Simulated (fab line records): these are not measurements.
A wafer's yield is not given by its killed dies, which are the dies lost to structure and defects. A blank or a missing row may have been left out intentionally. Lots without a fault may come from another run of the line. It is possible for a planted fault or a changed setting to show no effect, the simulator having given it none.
Which tool did it? :: flow sky130 :: 11 lots with 33 wafers sampled at 3 steps, on a route of 708 steps

== WHAT EACH GAUGE READ, for each wafer ==
SKY_POLY_GATE_THK_MEAS_01.
lot: L987
measured: day 14 14:52
on: film-metro-04
POLY_GATE_CVD_00_THK (nm): 180.2 181.9 179.4

lot: L988
measured: day 15 01:35
on: film-metro-03
POLY_GATE_CVD_00_THK (nm): 181.8 180.0 181.0

lot: L992
measured: day 16 18:00
on: film-metro-02
POLY_GATE_CVD_00_THK (nm): 176.4 177.1 176.4

lot: L995
measured: day 17 17:04
on: film-metro-03
POLY_GATE_CVD_00_THK (nm): 177.0 176.6 176.6

lot: L996
measured: day 17 17:04
on: film-metro-04
POLY_GATE_CVD_00_THK (nm): 178.5 179.1 179.9

lot: L997
measured: day 18 00:05
on: film-metro-03
POLY_GATE_CVD_00_THK (nm): 175.0 176.9 176.1

lot: L999
measured: day 18 21:46
on: film-metro-02
POLY_GATE_CVD_00_THK (nm): 181.1 180.1 179.3

lot: L100
measured: day 19 05:27
on: film-metro-03
POLY_GATE_CVD_00_THK (nm): 181.2 180.0 179.7

lot: L101
measured: day 19 22:28
on: film-metro-04
POLY_GATE_CVD_00_THK (nm): 156.8 156.9 159.4

lot: L102
measured: day 20 03:12
on: film-metro-03
POLY_GATE_CVD_00_THK (nm): 160.4 159.9 161.0

lot: L103
measured: day 20 09:39
on: film-metro-03
POLY_GATE_CVD_00_THK (nm): 159.7 160.9 159.5

== WHICH TOOL RAN EACH LOT (tool, then ch and the chambers of the sampled wafers, then the start) ==
lot: L987
SKY_VT_ADJUST_PCH_STRIP_09: plasma-asher-04 ch 0,1, day 10 21:28
SKY_POLY_GATE_CVD_00: lpcvd-01 ch 1, day 14 13:40

lot: L988
SKY_VT_ADJUST_PCH_STRIP_09: plasma-asher-04 ch 0,1, day 11 13:13
SKY_POLY_GATE_CVD_00: lpcvd-01 ch 1, day 15 00:22

lot: L992
SKY_VT_ADJUST_PCH_STRIP_09: plasma-asher-03 ch 0,1, day 12 20:25
SKY_POLY_GATE_CVD_00: lpcvd-01 ch 1, day 16 16:48

lot: L995
SKY_VT_ADJUST_PCH_STRIP_09: plasma-asher-03 ch 0,1, day 13 16:13
SKY_POLY_GATE_CVD_00: lpcvd-01 ch 1, day 17 15:52

lot: L996
SKY_VT_ADJUST_PCH_STRIP_09: plasma-asher-03 ch 0,1, day 13 18:22
SKY_POLY_GATE_CVD_00: lpcvd-01 ch 0, day 17 15:52

lot: L997
SKY_VT_ADJUST_PCH_STRIP_09: plasma-asher-03 ch 0,1, day 13 22:55
SKY_POLY_GATE_CVD_00: lpcvd-01 ch 1, day 17 22:17

lot: L999
SKY_VT_ADJUST_PCH_STRIP_09: plasma-asher-01 ch 0,1, day 14 20:16
SKY_POLY_GATE_CVD_00: lpcvd-01 ch 0, day 18 20:32

lot: L100
SKY_VT_ADJUST_PCH_STRIP_09: plasma-asher-03 ch 0,1, day 15 02:01
SKY_POLY_GATE_CVD_00: lpcvd-01 ch 0, day 19 04:15

lot: L101
SKY_VT_ADJUST_PCH_STRIP_09: plasma-asher-03 ch 0,1, day 15 18:42
SKY_POLY_GATE_CVD_00: lpcvd-01 ch 1, day 19 21:16

lot: L102
SKY_VT_ADJUST_PCH_STRIP_09: plasma-asher-03 ch 1, day 15 23:04
SKY_POLY_GATE_CVD_00: lpcvd-01 ch 0, day 20 02:00

lot: L103
SKY_VT_ADJUST_PCH_STRIP_09: plasma-asher-04 ch 0,1, day 16 05:33
SKY_POLY_GATE_CVD_00: lpcvd-01 ch 0, day 20 08:27
- SKY_VT_ADJUST_PCH_STRIP_09: strips in O2/N2.
- SKY_POLY_GATE_CVD_00: deposits poly-Si, target thk 180 nm, time 720 s.

== THE ANSWER, worked out from the rows above alone ==
Rule: the lots themselves supply what counts as usual. Put in order of their means at a reading, lots are off if they are a third of the lots or fewer, leave a main group of 4 or more, and stand apart from it by a gap of 3 or more times the standard deviation of the main group's means; of several such gaps the widest counts. The tables above print the reading to a certain number of digits; a main group whose means all agree to those digits is not used. Also off: a lot with no number at a reading for which 4 or more lots have one. Any other lot the step has rows for is counted as sound.
Off: at SKY_POLY_GATE_THK_MEAS_01 (POLY_GATE_CVD_00_THK), L101, L102, L103. The main group has a mean of 178.8 nm with a standard deviation of 1.9.
A tool fits if, at a process step before that reading, it ran every lot that is off, and no sound lot after the first of them. Gauges at SKY_POLY_GATE_THK_MEAS_01: tried the same way as those tools. One fits: SKY_POLY_GATE_CVD_00 on lpcvd-01. Its last sound lot is L100 (day 19 04:15), its first lot that is off L101 (day 19 21:16): a fault that began between those two fits.

== WHAT HAD BEEN PUT IN BY THE SIMULATOR ==
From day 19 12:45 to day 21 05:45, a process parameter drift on lpcvd-01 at SKY_POLY_GATE_CVD_00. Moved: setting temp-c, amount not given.
Struck lots among those shown: L101, L102, L103. This agrees with what the rule above found.
